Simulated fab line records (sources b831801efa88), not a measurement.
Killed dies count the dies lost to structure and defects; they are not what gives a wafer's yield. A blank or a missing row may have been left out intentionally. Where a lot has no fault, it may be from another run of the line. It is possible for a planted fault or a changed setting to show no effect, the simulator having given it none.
fab line records + flow gf180mcu
record:
- lots: 6
- wafers: 18
- last_day: 34
route steps=602 shown CONTACT@287
lots that met no fault: from a run of the same line without faults
start_h: the number of hours between the record's first day and the start of the first shown wafer of the lot + wait_h: time in hours since the lot's previous step + " identical to the entry in the row above + L1.1+2: several wafers, shown together as one row + - either no value or no given start + * or withheld: withheld + < > ~ a bound
route shown NAME@n: names a module that has steps shown in the file, with the first one's number in the route + usual: mean/standard deviation taken from wafers without a fault + same: alike in all rows + chamber/n: place in a boat + sites: the reading at each site + _std_site: the standard deviation of these + _edge_site: inner sites' mean taken away from outer sites' mean + radius_mm: for every site, how far away it sits from the centre of the wafer + mask NAME#n: copy n + behind: the most recent tool/chamber to have shaped the wafer + hold: what put the lot on hold/how long, in hours/how the hold closed + device: names the non-switching transistor (n, p or np) + end of line: the tests these same wafers got at the end of their route + a step with no rows: only its recipe + killed: the dies lost at the first sort to structure and to defects; this is not the yield of the wafer + map: shows each die of a wafer: x if killed, . if not, _ if none is there
set.NAME: the setting as run; set.NAME@STEP: as run at that earlier step + model.NAME: the simulator's own value behind a step, which no gauge read
a table for each step, a row for each wafer; lots at some steps of the route
services: a tool's chamber out of use, with start hour (start_h, from the record's first day; less than 0 if before it), hours out, and reason
== steps ==
step: GF_CONTACT_CVD_00
recipe:
- material: SiO2
- target_thk_nm: 300
- sigma_open_frac: 0.3
- temp_c: 400
- time_s: 50
- sih4_flow_sccm: 60
- pressure_mtorr: 6
step: GF_CONTACT_THK_MEAS_01
recipe:
- reads: SiO2_of_CONTACT_CVD_00
usual:
- CONTACT_CVD_00_THK: 302/3.3
| lot.wafer | tool          | chamber | start_h | wait_h | CONTACT_CVD_00_THK[nm] |
|-----------|---------------|---------|---------|--------|------------------------|
| L736.3    | film_metro-03 | -       | 363.64  | 0.0    | 302                    |
| L736.5    | "             | -       | "       | "      | 302                    |
| L736.6    | "             | -       | "       | "      | 301                    |
| L738.1    | film_metro-03 | -       | 383.70  | 0.0    | 298                    |
| L738.3    | "             | -       | "       | "      | 306                    |
| L738.5    | "             | -       | "       | "      | 299                    |
| L746.2    | film_metro-04 | -       | 449.19  | 0.0    | 305                    |
| L746.3    | "             | -       | "       | "      | 303                    |
| L746.5    | "             | -       | "       | "      | 306                    |
| L747.1    | film_metro-03 | -       | 464.60  | 0.0    | 303                    |
| L747.3    | "             | -       | "       | "      | 306                    |
| L747.5    | "             | -       | "       | "      | 306                    |
| L755.2    | film_metro-03 | -       | 531.01  | 0.0    | 302                    |
| L755.4    | "             | -       | "       | "      | 299                    |
| L755.5    | "             | -       | "       | "      | 302                    |
| L756.1    | film_metro-03 | -       | 540.78  | 0.0    | 300                    |
| L756.4    | "             | -       | "       | "      | 303                    |
| L756.5    | "             | -       | "       | "      | 297                    |
step: GF_CONTACT_CVD_02
recipe:
- material: SiO2
- target_thk_nm: 860
- precursor: TEOS
- temp_c: 400
- time_s: 95.992
- rf_w: 600
usual:
- heater_power_w: 644/94
| lot.wafer | tool     | chamber | start_h | wait_h | heater_power_w | since_wet_clean_h |
|-----------|----------|---------|---------|--------|----------------|-------------------|
| L736.3    | pecvd-01 | 2       | 363.68  | 0.0    | 686            | 606               |
| L736.5    | "        | 2       | "       | "      | 736            | -                 |
| L736.6    | "        | 1       | "       | "      | 700            | -                 |
| L738.1    | pecvd-02 | 2       | 383.76  | 0.1    | 622            | 417               |
| L738.3    | "        | 1       | "       | "      | 839            | 417               |
| L738.5    | "        | 0       | "       | "      | 462            | -                 |
| L746.2    | pecvd-01 | 0       | 449.24  | 0.0    | 597            | 691               |
| L746.3    | "        | 2       | "       | "      | 732            | 691               |
| L746.5    | "        | 0       | "       | "      | 673            | -                 |
| L747.1    | pecvd-04 | 0       | 464.66  | 0.1    | 639            | 290               |
| L747.3    | "        | 2       | "       | "      | 692            | 290               |
| L747.5    | "        | 2       | "       | "      | 735            | -                 |
| L755.2    | pecvd-04 | 2       | 531.06  | 0.0    | 641            | 356               |
| L755.4    | "        | 0       | "       | "      | 568            | -                 |
| L755.5    | "        | 2       | "       | "      | 671            | -                 |
| L756.1    | pecvd-04 | 0       | 540.84  | 0.1    | 622            | 366               |
| L756.4    | "        | 0       | "       | "      | 665            | -                 |
| L756.5    | "        | 1       | "       | "      | 521            | -                 |
step: GF_CONTACT_THK_MEAS_03
recipe:
- reads: SiO2_of_CONTACT_CVD_02
usual:
- CONTACT_CVD_02_THK: 860/12
| lot.wafer | tool          | chamber | start_h | wait_h | CONTACT_CVD_02_THK[nm] |
|-----------|---------------|---------|---------|--------|------------------------|
| L736.3    | film_metro-04 | -       | 363.77  | 0.1    | 862                    |
| L736.5    | "             | -       | "       | "      | 868                    |
| L736.6    | "             | -       | "       | "      | 867                    |
| L738.1    | film_metro-04 | -       | 383.83  | 0.0    | 841                    |
| L738.3    | "             | -       | "       | "      | 854                    |
| L738.5    | "             | -       | "       | "      | 861                    |
| L746.2    | film_metro-01 | -       | 449.32  | 0.0    | 856                    |
| L746.3    | "             | -       | "       | "      | 852                    |
| L746.5    | "             | -       | "       | "      | 877                    |
| L747.1    | film_metro-01 | -       | 464.73  | 0.0    | 851                    |
| L747.3    | "             | -       | "       | "      | 855                    |
| L747.5    | "             | -       | "       | "      | 858                    |
| L755.2    | film_metro-01 | -       | 531.14  | 0.0    | 857                    |
| L755.4    | "             | -       | "       | "      | 856                    |
| L755.5    | "             | -       | "       | "      | 868                    |
| L756.1    | film_metro-04 | -       | 540.91  | 0.0    | 850                    |
| L756.4    | "             | -       | "       | "      | 872                    |
| L756.5    | "             | -       | "       | "      | 885                    |
step: GF_CONTACT_CMP_04
recipe:
- material: SiO2
- down_force_psi: 4
- platen_rpm: 60
- pad_velocity_m_s: 0.94248
usual:
- motor_current_A: 12.4/1.4
- time_to_endpoint_s: 110/6.1
| lot.wafer | tool   | chamber | start_h | wait_h | motor_current_A | time_to_endpoint_s |
|-----------|--------|---------|---------|--------|-----------------|--------------------|
| L736.3    | cmp-02 | 3       | 363.96  | 0.2    | 11.8            | 115                |
| L736.6    | "      | 0       | "       | "      | 12.0            | 106                |
| L736.5    | "      | 1       | "       | "      | 12.4            | 111                |
| L738.3    | cmp-02 | 3       | 383.94  | 0.1    | 11.8            | 110                |
| L738.1    | "      | 1       | "       | "      | 12.6            | 107                |
| L738.5    | "      | 3       | "       | "      | 11.6            | 115                |
| L746.2    | cmp-02 | 3       | 449.42  | 0.1    | 12.2            | 118                |
| L746.3    | "      | 1       | "       | "      | 13.1            | 108                |
| L746.5    | "      | 2       | "       | "      | 10.0            | 121                |
| L747.3    | cmp-02 | 2       | 464.89  | 0.1    | 10.3            | 111                |
| L747.1    | "      | 3       | "       | "      | 11.5            | 110                |
| L747.5    | "      | 0       | "       | "      | 12.8            | 107                |
| L755.4    | cmp-02 | 1       | 531.19  | 0.0    | 12.9            | 109                |
| L755.2    | "      | 3       | "       | "      | 11.6            | 116                |
| L755.5    | "      | 1       | "       | "      | 13.5            | 110                |
| L756.4    | cmp-02 | 2       | 540.97  | 0.0    | 10.3            | 115                |
| L756.1    | "      | 0       | "       | "      | 12.9            | 100                |
| L756.5    | "      | 2       | "       | "      | 10.0            | 118                |
step: GF_CONTACT_BOW_MEAS_05
recipe:
- mode: bow
usual:
- CONTACT_BOW: 66/7.5
| lot.wafer | tool          | chamber | start_h | wait_h | CONTACT_BOW[um] |
|-----------|---------------|---------|---------|--------|-----------------|
| L736.3    | film_metro-01 | -       | 364.15  | 0.1    | 72              |
| L736.5    | "             | -       | "       | "      | 70              |
| L736.6    | "             | -       | "       | "      | 69              |
| L738.1    | film_metro-04 | -       | 384.19  | 0.1    | 66              |
| L738.3    | "             | -       | "       | "      | 54              |
| L738.5    | "             | -       | "       | "      | 55              |
| L746.2    | film_metro-04 | -       | 449.69  | 0.2    | 66              |
| L746.3    | "             | -       | "       | "      | 73              |
| L746.5    | "             | -       | "       | "      | 64              |
| L747.1    | film_metro-03 | -       | 465.09  | 0.1    | 66              |
| L747.3    | "             | -       | "       | "      | 73              |
| L747.5    | "             | -       | "       | "      | 68              |
| L755.2    | film_metro-04 | -       | 531.51  | 0.2    | 64              |
| L755.4    | "             | -       | "       | "      | 61              |
| L755.5    | "             | -       | "       | "      | 47              |
| L756.1    | film_metro-01 | -       | 541.27  | 0.1    | 70              |
| L756.4    | "             | -       | "       | "      | 59              |
| L756.5    | "             | -       | "       | "      | 64              |
step: GF_CONTACT_DEHYDRATE_06
recipe:
- temp_c: 200
- time_s: 60
step: GF_CONTACT_HMDS_07
recipe:
- prime_time_s: 60
- prime_temp_c: 120
step: GF_CONTACT_COAT_08
recipe:
- resist: BARC
- temp_c: withheld
- time_s: withheld
- spin_rpm: withheld
- resist_thk_nm: withheld
step: GF_CONTACT_COAT_09
recipe:
- resist: KrF
- spin_rpm: withheld
- resist_thk_nm: 1000
step: GF_CONTACT_SOFTBAKE_10
recipe:
- temp_c: 130
- time_s: 60
- resist: KrF
step: GF_CONTACT_EXPOSE_11
recipe:
- mask_id: Contact
- target_cd_nm: 220
- na: 0.68
- source_shape: conventional
- sigma_outer: 0.6
- dose_mj: 38
step: GF_CONTACT_PEB_12
recipe:
- peb_temp_c: 135
- peb_time_s: 90
- resist: KrF
usual:
- chill_plate_temp_C: 23.00/0.11
- exhaust_pa: 44.9/0.88
| lot.wafer | tool           | chamber | start_h | wait_h | chill_plate_temp_C | exhaust_pa |
|-----------|----------------|---------|---------|--------|--------------------|------------|
| L736.3    | litho_track-03 | 0       | 386.67  | -      | 22.91              | 45.5       |
| L736.5    | "              | 0       | "       | "      | 22.96              | 45.2       |
| L736.6    | "              | 0       | "       | "      | 23.05              | 44.5       |
| L738.1    | litho_track-01 | 0       | 407.31  | -      | 22.87              | 44.9       |
| L738.3    | "              | 0       | "       | "      | 22.91              | 45.2       |
| L738.5    | "              | 0       | "       | "      | 22.85              | 46.0       |
| L746.2    | litho_track-01 | -       | 473.60  | -      | -                  | -          |
| L746.3    | "              | -       | "       | "      | -                  | -          |
| L746.5    | "              | -       | "       | "      | -                  | -          |
| L747.1    | litho_track-02 | -       | 488.68  | -      | -                  | -          |
| L747.3    | "              | -       | "       | "      | -                  | -          |
| L747.5    | "              | -       | "       | "      | -                  | -          |
| L755.2    | litho_track-01 | 0       | 553.34  | -      | 23.07              | 44.4       |
| L755.4    | "              | 0       | "       | "      | 22.92              | 45.2       |
| L755.5    | "              | 0       | "       | "      | 23.06              | 44.5       |
| L756.1    | litho_track-01 | 0       | 563.41  | -      | 23.14              | 44.9       |
| L756.4    | "              | 0       | "       | "      | 22.95              | 44.1       |
| L756.5    | "              | 0       | "       | "      | 23.10              | 44.4       |
step: GF_CONTACT_DEVELOP_13
recipe:
- develop_time_s: 60
- resist: KrF
- dev_temp_c: 21
== services ==
| tool           | chamber | start_h | hours | kind                      |
|----------------|---------|---------|-------|---------------------------|
| pecvd-01       | -       | 340.50  | 1.2   | repair                    |
| cmp-02         | -       | 393.61  | 6.0   | pm                        |
| litho_track-02 | -       | 400.84  | -     | consumable_replace:filter |
| pecvd-04       | -       | 403.21  | 1.8   | repair                    |
| cmp-02         | -       | 403.36  | 5.9   | pm                        |
| cmp-02         | -       | 409.37  | 0.4   | repair                    |
| cmp-02         | -       | 450.09  | 5.6   | repair                    |
| pecvd-02       | -       | 495.20  | 2.8   | pm                        |
| pecvd-04       | -       | 505.41  | 1.0   | repair                    |
| pecvd-04       | -       | 559.26  | 2.8   | pm                        |
== key ==
first_sign:
- step: GF_CONTACT_PEB_12
- reading: tool_record
- direction: missing
effect none on later readings
met_at GF_CONTACT_PEB_12
struck_wafers L746.2,L746.3,L746.5,L747.1,L747.3,L747.5
later_rows_left_out L746.2,L746.3,L746.5,L747.1,L747.3,L747.5
sort_left_out L746.2,L746.3,L746.5,L747.1,L747.3,L747.5
tester_left_out L746,L747
onset_between 407.31 473.60
fault:
- kind: skipped_step_whole
- tool: litho_track-01,litho_track-02
- chamber: -
- onset_h: 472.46
- steps: GF_CONTACT_PEB_12
- scope: struck_lots_only
tester_left_out: of these lots the tester's yield and bins aren't shown, on N5 and GAA mostly nor the transistor test; their killed dies are dies lost to structure and defects alone, not to doping, threshold or leakage, so they don't give the yield
sort_left_out: the simulated sort isn't trusted on such a fault, so these wafers' sort isn't shown, and their yield isn't known
later_rows_left_out: the simulator's readings of these wafers behind a module that went badly wrong aren't trusted and aren't shown, but for the sort
